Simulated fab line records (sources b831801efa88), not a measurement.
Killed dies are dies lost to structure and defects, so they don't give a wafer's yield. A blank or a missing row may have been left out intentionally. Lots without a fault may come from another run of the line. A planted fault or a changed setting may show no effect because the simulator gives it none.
fab line records | flow sky130 | part 2 of 2: steps 26 to 34 of 34
[record] lots = 5 | wafers = 15 | last_day = 49
route steps=708 shown SONOS_ONO@174 GATE_OXIDE@187 POLY_GATE@204 RES_PROTECT@206
lots with no fault: from the same line, run without faults
start_h: start of the lot's first displayed wafer, in hours after the record's first day | wait_h: hours elapsed since this lot's preceding step | " unchanged from the row above | L1.1+2: several wafers, shown together as one row | - no value, or no start given | * or withheld: withheld | < > ~ a bound
route shown NAME@n: names a module that has steps shown in the file, with the first one's number in the route | usual: mean/standard deviation of fault-free wafers | same: alike in all rows | chamber/n: place in a boat | sites: readings site by site | _std_site: standard deviation of those values | _edge_site: outer sites' mean less inner sites' | radius_mm: how far each site lies from the wafer's centre | mask NAME#n: copy n | behind: the last tool/chamber to shape the wafer | hold: the reason the lot was held/the length of the hold in hours/how it ended | device: which transistor (n, p or np) failed to switch | end of line: at the end of the route, the tests of the same wafers | a step given without rows: its recipe and nothing more | killed: dies that structure and defects cost at the first sort, which is not the same as the wafer's yield | map: shows each die of a wafer: x if killed, . if not, _ if none is there
set.NAME: the setting the step ran with; set.NAME@STEP: the setting that earlier step ran with | model.NAME: the simulator's own value behind a step, which no gauge read
lots at some steps of the route; a table a step, a row a wafer
services: a tool's chamber out of use, with start hour (start_h, from the record's first day; less than 0 if before it), hours out, and reason
[[steps]]
[step SKY_GATE_OXIDE_WET_ETCH_12]
[recipe] chemistry = dHF | target_depth_nm = 16.8 | dry = n2_spin | target = SiO2 | dilution = 100:1 | temp_c = 25 | time_s = 336
[usual] bath_heat_duty_pct = 6.2/0.74
lot.wafer | tool         | chamber | start_h | wait_h | bath_heat_duty_pct
L076.1    | wet_bench-02 | 2       | 326.26  | 0.1    | 4.9
L076.2    | "            | 2       | "       | "      | 5.6
L076.4    | "            | 2       | "       | "      | 6.3
L078.1    | wet_bench-01 | 1       | 344.48  | 0.1    | 5.4
L078.4    | "            | 1       | "       | "      | 6.2
L078.6    | "            | 1       | "       | "      | 6.0
L082.3    | wet_bench-01 | 3       | 377.50  | 0.1    | 5.3
L082.4    | "            | 3       | "       | "      | 6.4
L082.5    | "            | 3       | "       | "      | 5.6
L087.1    | wet_bench-02 | 0       | 415.02  | 0.1    | 7.6
L087.4    | "            | 0       | "       | "      | 7.3
L087.6    | "            | 0       | "       | "      | 7.6
L091.2    | wet_bench-02 | 2       | 450.85  | 0.1    | 5.8
L091.5    | "            | 2       | "       | "      | 6.2
L091.6    | "            | 2       | "       | "      | 4.9
[step SKY_GATE_OXIDE_STRIP_13]
[recipe] chemistry = O2/N2 | power_w = 1400 | pressure_mtorr = 1500 | platen_temp_c = withheld | o2_flow_sccm = 3000 | n2_flow_sccm = 300 | overash_fraction = 0.5
[usual] drypump_motor_current_A = 5.7/0.5 | oes_product_au = 0.715/0.0048 | strip_time_to_endpoint_s = 14.20/0.039
lot.wafer | tool            | chamber | start_h | wait_h | drypump_motor_current_A | oes_product_au | rf_hours_counter_h | strip_time_to_endpoint_s
L076.1    | plasma_asher-01 | 0       | 326.36  | 0.0    | 5.6                     | 0.717          | 58                 | 14.20
L076.2    | "               | 1       | "       | "      | 5.6                     | 0.721          | 58                 | 14.20
L076.4    | "               | 1       | "       | "      | 5.7                     | 0.712          | -                  | 14.12
L078.1    | plasma_asher-01 | 0       | 344.58  | 0.0    | 5.6                     | 0.728          | 60                 | 14.18
L078.4    | "               | 1       | "       | "      | 5.7                     | 0.704          | -                  | 14.22
L078.6    | "               | 0       | "       | "      | 5.6                     | 0.714          | -                  | 14.18
L082.3    | plasma_asher-04 | 0       | 377.64  | 0.0    | 5.6                     | 0.715          | -                  | 14.22
L082.4    | "               | 1       | "       | "      | 5.9                     | 0.711          | -                  | 14.21
L082.5    | "               | 1       | "       | "      | 5.9                     | 0.717          | -                  | 14.24
L087.1    | plasma_asher-01 | 0       | 415.13  | 0.0    | 5.6                     | 0.722          | 67                 | 14.19
L087.4    | "               | 1       | "       | "      | 5.6                     | 0.714          | -                  | 14.16
L087.6    | "               | 0       | "       | "      | 5.6                     | 0.714          | -                  | 14.15
L091.2    | plasma_asher-01 | 0       | 451.07  | 0.0    | 5.7                     | 0.715          | 71                 | 14.18
L091.5    | "               | 0       | "       | "      | 5.6                     | 0.711          | -                  | 14.14
L091.6    | "               | 1       | "       | "      | 5.7                     | 0.719          | -                  | 14.15
[step SKY_GATE_OXIDE_TW_MEAS_14]
[usual] GATE_OXIDE_TW = 222.9/1.7
lot.wafer | tool          | chamber | start_h | wait_h | GATE_OXIDE_TW
L076.1    | film_metro-03 | -       | 326.46  | 0.1    | 223.1
L076.2    | "             | -       | "       | "      | 224.8
L076.4    | "             | -       | "       | "      | 223.9
L078.1    | film_metro-01 | -       | 344.68  | 0.1    | 222.8
L078.4    | "             | -       | "       | "      | 223.9
L078.6    | "             | -       | "       | "      | 223.3
L082.3    | film_metro-01 | -       | 377.72  | 0.1    | 223.7
L082.4    | "             | -       | "       | "      | 223.4
L082.5    | "             | -       | "       | "      | 223.6
L087.1    | film_metro-02 | -       | 415.23  | 0.1    | 221.2
L087.4    | "             | -       | "       | "      | 221.1
L087.6    | "             | -       | "       | "      | 221.8
L091.2    | film_metro-02 | -       | 451.18  | 0.1    | 220.2
L091.5    | "             | -       | "       | "      | 218.7
L091.6    | "             | -       | "       | "      | 218.3
[step SKY_GATE_OXIDE_CLEAN_15]
[recipe] chemistry = SC1/SC2 | mix = 1:4:20 | temp_c = 70 | time_s = 150 | dry = n2_spin
[usual] bath_heat_duty_pct = 14.3/1.6
lot.wafer | tool         | chamber | start_h | wait_h | bath_heat_duty_pct
L076.1    | wet_bench-02 | 3       | 326.52  | 0.1    | 12.6
L076.2    | "            | 3       | "       | "      | 12.8
L076.4    | "            | 3       | "       | "      | 12.6
L078.1    | wet_bench-01 | 1       | 344.74  | 0.1    | 12.4
L078.4    | "            | 1       | "       | "      | 13.0
L078.6    | "            | 1       | "       | "      | 11.6
L082.3    | wet_bench-04 | 0       | 377.76  | 0.0    | 13.3
L082.4    | "            | 0       | "       | "      | 12.7
L082.5    | "            | 0       | "       | "      | 14.5
L087.1    | wet_bench-04 | 3       | 415.29  | 0.1    | 17.3
L087.4    | "            | 3       | "       | "      | 15.1
L087.6    | "            | 3       | "       | "      | 15.6
L091.2    | wet_bench-01 | 0       | 451.23  | 0.0    | 11.8
L091.5    | "            | 0       | "       | "      | 12.5
L091.6    | "            | 0       | "       | "      | 13.8
[step SKY_GATE_OXIDE_OXIDATION_16]
[recipe] temp_c = 800 | ambient = O2 | idle_temp_c = 700 | ramp_up_c_per_min = 10 | ramp_down_c_per_min = 3 | stabilise_s = 600 | purge_s = 300 | target_thk_a = 35.7 | ox_time_s = 1915
[usual] spike_tc_centre_C = 800.9/1.1 | spike_tc_lower_C = 800.5/1 | zone_power_upper_pct = 14.20/0.26
lot.wafer | tool       | chamber | start_h | wait_h | spike_tc_centre_C | spike_tc_lower_C | zone_power_upper_pct
L076.1    | furnace-01 | 0       | 326.63  | 0.1    | 802.8             | 801.9            | 14.52
L076.2    | "          | 0       | "       | "      | 800.7             | 800.5            | 14.15
L076.4    | "          | 0       | "       | "      | 800.5             | 802.6            | 14.40
L078.1    | furnace-02 | 0       | 344.79  | 0.0    | 800.1             | 798.9            | 13.94
L078.4    | "          | 0       | "       | "      | 798.9             | 799.2            | 13.80
L078.6    | "          | 0       | "       | "      | 802.0             | 801.4            | 13.99
L082.3    | furnace-01 | 0       | 378.05  | 0.2    | 801.9             | 802.0            | 14.61
L082.4    | "          | 0       | "       | "      | 799.9             | 800.7            | 14.35
L082.5    | "          | 0       | "       | "      | 800.5             | 799.9            | 14.35
L087.1    | furnace-01 | 0       | 415.83  | 0.5    | 801.5             | 800.8            | 14.31
L087.4    | "          | 0       | "       | "      | 799.0             | 800.5            | 14.35
L087.6    | "          | 0       | "       | "      | 799.6             | 801.0            | 14.44
L091.2    | furnace-02 | 0       | 451.47  | 0.2    | 801.8             | 800.4            | 14.03
L091.5    | "          | 0       | "       | "      | 800.5             | 799.7            | 14.23
L091.6    | "          | 0       | "       | "      | 803.8             | 801.6            | 14.18
[step SKY_POLY_GATE_CVD_00]
[recipe] material = poly-Si | target_thk_nm = 180 | temp_c = 620 | time_s = 720 | pressure_mtorr = 200
[usual] spike_tc_centre_C = 621.0/1.2 | spike_tc_lower_C = 619.5/1.5 | zone_power_upper_pct = 9.0/0.44
lot.wafer | tool     | chamber | start_h | wait_h | spike_tc_centre_C | spike_tc_lower_C | zone_power_upper_pct
L076.1    | lpcvd-01 | 1       | 328.16  | 0.0    | 621.2             | 621.4            | 9.4
L076.2    | "        | 1       | "       | "      | 623.8             | 620.4            | 9.3
L076.4    | "        | 1       | "       | "      | 620.6             | 620.8            | 9.4
L078.1    | lpcvd-01 | 1       | 346.32  | 0.0    | 622.8             | 621.7            | 9.5
L078.4    | "        | 1       | "       | "      | 622.4             | 620.9            | 9.3
L078.6    | "        | 1       | "       | "      | 620.4             | 622.8            | 9.5
L082.3    | lpcvd-01 | 1       | 379.58  | 0.0    | 621.9             | 619.7            | 9.4
L082.4    | "        | 1       | "       | "      | 621.7             | 619.2            | 9.4
L082.5    | "        | 1       | "       | "      | 622.1             | 621.7            | 9.5
L087.1    | lpcvd-01 | 0       | 417.36  | 0.0    | 620.4             | 619.3            | 8.5
L087.4    | "        | 0       | "       | "      | 621.0             | 617.5            | 8.4
L087.6    | "        | 0       | "       | "      | 622.3             | 617.7            | 8.7
L091.2    | lpcvd-01 | 0       | 453.00  | 0.0    | 619.7             | 616.4            | 8.4
L091.5    | "        | 0       | "       | "      | 619.5             | 618.2            | 8.6
L091.6    | "        | 0       | "       | "      | 620.5             | 618.4            | 8.5
[step SKY_POLY_GATE_THK_MEAS_01]
[recipe] reads = poly-Si_of_POLY_GATE_CVD_00
[usual] POLY_GATE_CVD_00_THK = 180.3/1.4
lot.wafer | tool          | chamber | start_h | wait_h | POLY_GATE_CVD_00_THK[nm]
L076.1    | film_metro-04 | -       | 329.36  | 0.0    | 181.5
L076.2    | "             | -       | "       | "      | 183.1
L076.4    | "             | -       | "       | "      | 181.9
L078.1    | film_metro-02 | -       | 347.52  | 0.0    | 181.8
L078.4    | "             | -       | "       | "      | 182.9
L078.6    | "             | -       | "       | "      | 183.6
L082.3    | film_metro-02 | -       | 380.80  | 0.0    | 180.2
L082.4    | "             | -       | "       | "      | 183.0
L082.5    | "             | -       | "       | "      | 181.9
L087.1    | film_metro-02 | -       | 418.56  | 0.0    | 179.1
L087.4    | "             | -       | "       | "      | 179.2
L087.6    | "             | -       | "       | "      | 180.9
L091.2    | film_metro-01 | -       | 454.81  | 0.0    | 178.0
L091.5    | "             | -       | "       | "      | 178.1
L091.6    | "             | -       | "       | "      | 176.5
[step SKY_RES_PROTECT_DEHYDRATE_00]
[recipe] temp_c = 200 | time_s = 60
[usual] exhaust_pa = 44.9/0.92
lot.wafer | tool           | chamber | start_h | wait_h | exhaust_pa
L076.1    | litho_track-03 | 0       | 341.97  | 12.6   | 44.7
L076.2    | "              | 0       | "       | "      | 43.5
L076.4    | "              | 0       | "       | "      | 44.5
L078.1    | litho_track-03 | 0       | 360.57  | 13.0   | 45.1
L078.4    | "              | 0       | "       | "      | 43.2
L078.6    | "              | 0       | "       | "      | 44.6
L082.3    | litho_track-03 | 0       | 394.02  | 13.2   | 44.8
L082.4    | "              | 0       | "       | "      | 45.2
L082.5    | "              | 0       | "       | "      | 44.7
L087.1    | litho_track-04 | 0       | 432.98  | 14.4   | 45.0
L087.4    | "              | 0       | "       | "      | 43.7
L087.6    | "              | 0       | "       | "      | 44.9
L091.2    | litho_track-03 | 0       | 469.95  | 15.1   | 45.8
L091.5    | "              | 0       | "       | "      | 45.8
L091.6    | "              | 0       | "       | "      | 47.6
[step SKY_RES_PROTECT_HMDS_01]
[recipe] prime_time_s = 60 | prime_temp_c = 120
[usual] exhaust_pa = 45.0/0.85 | prime_temp_c = 120.00/0.14
lot.wafer | tool           | chamber | start_h | wait_h | exhaust_pa | prime_temp_c
L076.1    | litho_track-03 | 0       | 342.12  | 0.1    | 44.5       | 120.28
L076.2    | "              | 0       | "       | "      | 43.3       | 119.73
L076.4    | "              | 0       | "       | "      | 43.7       | 120.03
L078.1    | litho_track-03 | 0       | 360.72  | 0.1    | 44.6       | 120.03
L078.4    | "              | 0       | "       | "      | 46.0       | 120.17
L078.6    | "              | 0       | "       | "      | 44.8       | 119.96
L082.3    | litho_track-03 | 0       | 394.17  | 0.1    | 44.7       | 120.07
L082.4    | "              | 0       | "       | "      | 45.3       | 120.03
L082.5    | "              | 0       | "       | "      | 46.8       | 119.91
L087.1    | litho_track-04 | 0       | 433.13  | 0.1    | 46.0       | 120.04
L087.4    | "              | 0       | "       | "      | 44.8       | 119.90
L087.6    | "              | 0       | "       | "      | 46.4       | 119.93
L091.2    | litho_track-03 | 0       | 470.10  | 0.1    | 45.1       | 120.11
L091.5    | "              | 0       | "       | "      | 45.6       | 120.12
L091.6    | "              | 0       | "       | "      | 44.3       | 119.94
[[services]]
tool             | chamber | start_h | hours | kind
iline_stepper-02 | -       | 264.62  | 2.7   | repair
rie_diel-03      | 1       | 268.19  | 4.6   | repair
furnace-01       | -       | 269.98  | 3.3   | pm
iline_stepper-02 | -       | 287.60  | 1.7   | repair
wet_bench-01     | -       | 295.92  | 0.7   | repair
iline_stepper-02 | -       | 336.44  | 2.7   | repair
wet_bench-01     | -       | 341.68  | 1.9   | pm
furnace-02       | -       | 354.10  | 3.1   | pm
wet_bench-01     | -       | 363.57  | 3.1   | repair
rie_diel-04      | -       | 369.13  | 1.2   | repair
rie_diel-03      | -       | 371.87  | 1.1   | repair
iline_stepper-01 | -       | 383.74  | 1.7   | pm
implanter-04     | -       | 392.65  | 1.9   | repair
iline_stepper-02 | -       | 395.58  | 1.7   | pm
lpcvd-01         | -       | 402.25  | 6.0   | pm
iline_stepper-02 | -       | 406.58  | 7.0   | repair
plasma_asher-02  | -       | 410.92  | 3.4   | repair
implanter-01     | -       | 418.72  | 1.8   | repair
implanter-01     | -       | 423.68  | 0.6   | repair
implanter-01     | -       | 424.36  | 8.8   | repair
lpcvd-01         | -       | 428.87  | 6.1   | pm
implanter-04     | -       | 431.92  | 1.7   | repair
rie_diel-03      | -       | 432.21  | 2.8   | pm
rie_diel-04      | -       | 442.46  | 0.4   | repair
